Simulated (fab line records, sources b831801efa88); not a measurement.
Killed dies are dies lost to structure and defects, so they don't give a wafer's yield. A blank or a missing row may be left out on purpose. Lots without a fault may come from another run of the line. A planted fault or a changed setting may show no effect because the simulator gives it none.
A struck lot beside a sound one | flow sky130 | 14 steps out of a route of 708
Sound: wafers L761.1, L761.3, L761.6. Struck: wafers L764.3, L764.4, L764.5. The cause comes at the end.
At each step with rows: each side's tool, then ch and its chambers, then its first start. Under that, the readings that differ: sound wafers | struck wafers | difference of the means | sigmas: that difference in standard deviations of wafers without a fault.
alike: readings whose means differ by less than 2 such deviations, and words and numbers that are the same on both sides. not compared: withheld readings, readings that some wafer has no value for, bounds like >300 that may hide the same value, and numbers for which the record gives no deviation and whose values overlap.
The two part at a step that has a row with sigmas, a row that says differs or no value, or rows on one side only. Numbers that don't overlap but have no deviation are shown without sigmas and don't part them. A reading that every wafer of one side lacks parts them only if that side has two wafers or more.

SKY_METAL2_SPUTTER_02: material AlCu, target thk 250 nm, time 13.3 s.
  sound on pvd_sputter-04, day 36 16:08; struck on pvd_sputter-03, day 38 06:56
  alike: chamber_pressure_pa, throttle_valve_pct
SKY_METAL2_SPUTTER_03: material Ti, target thk 5 nm, time 3.3 s.
  sound on pvd_sputter-04, day 36 16:10; struck on pvd_sputter-03, day 38 06:57
  alike: chamber_pressure_pa, throttle_valve_pct
SKY_METAL2_SPUTTER_04: material TiN, target thk 70 nm, time 58.3 s.
  sound on pvd_sputter-04, day 36 16:11; struck on pvd_sputter-03, day 38 06:58
  alike: chamber_pressure_pa, throttle_valve_pct
SKY_METAL2_RS_MEAS_05: measures by four-point-probe.
  sound on film_metro-03, day 36 16:14; struck on film_metro-02, day 38 07:04
  alike: METAL2_ALCU_RS
SKY_METAL2_THK_MEAS_06: measures by xrf.
  sound on film_metro-03, day 36 16:21; struck on film_metro-02, day 38 07:10
  alike: METAL2_ALCU_THK
then, 7 steps without rows for these wafers: SKY_METAL2_DEHYDRATE_07 (time 60 s); SKY_METAL2_HMDS_08 (prime time 60 s); SKY_METAL2_COAT_09 (resist thk 60 nm); SKY_METAL2_COAT_10 (resist thk 450 nm); SKY_METAL2_SOFTBAKE_11 (time 90 s); SKY_METAL2_EXPOSE_12 (exposes mask MM2, target cd 140 nm); SKY_METAL2_PEB_13.
SKY_METAL2_DEVELOP_14: develop time 58.36 s.
  sound on litho_track-03 ch 0, day 37 18:00; struck on litho_track-02, day 39 07:00
  no value came back on the struck wafers for chill_plate_temp_C (C), develop_time_s (s); on the sound wafers chill_plate_temp_C (C) reads 22.95 22.80 22.91
  reading                                       | sound             | struck            | difference | sigmas
  model.KrF-thick_of_METAL2_COAT_10.thk_nm (nm) | 438.2 437.2 438.2 | 448.9 448.5 448.7 | +10.8      |
SKY_METAL2_CD_MEAS_15: target cd 140 nm.
  sound on cd_sem-02, day 37 18:28; struck on cd_sem-02, day 39 07:40
  reading    | sound             | struck | difference                    | sigmas
  cd_nm (nm) | 140.9 140.7 141.1 | - - -  | no value on the struck wafers |

WHERE THEY PART
First at SKY_METAL2_DEVELOP_14; last, within this record, at SKY_METAL2_CD_MEAS_15.

WHY: what the simulator had put in
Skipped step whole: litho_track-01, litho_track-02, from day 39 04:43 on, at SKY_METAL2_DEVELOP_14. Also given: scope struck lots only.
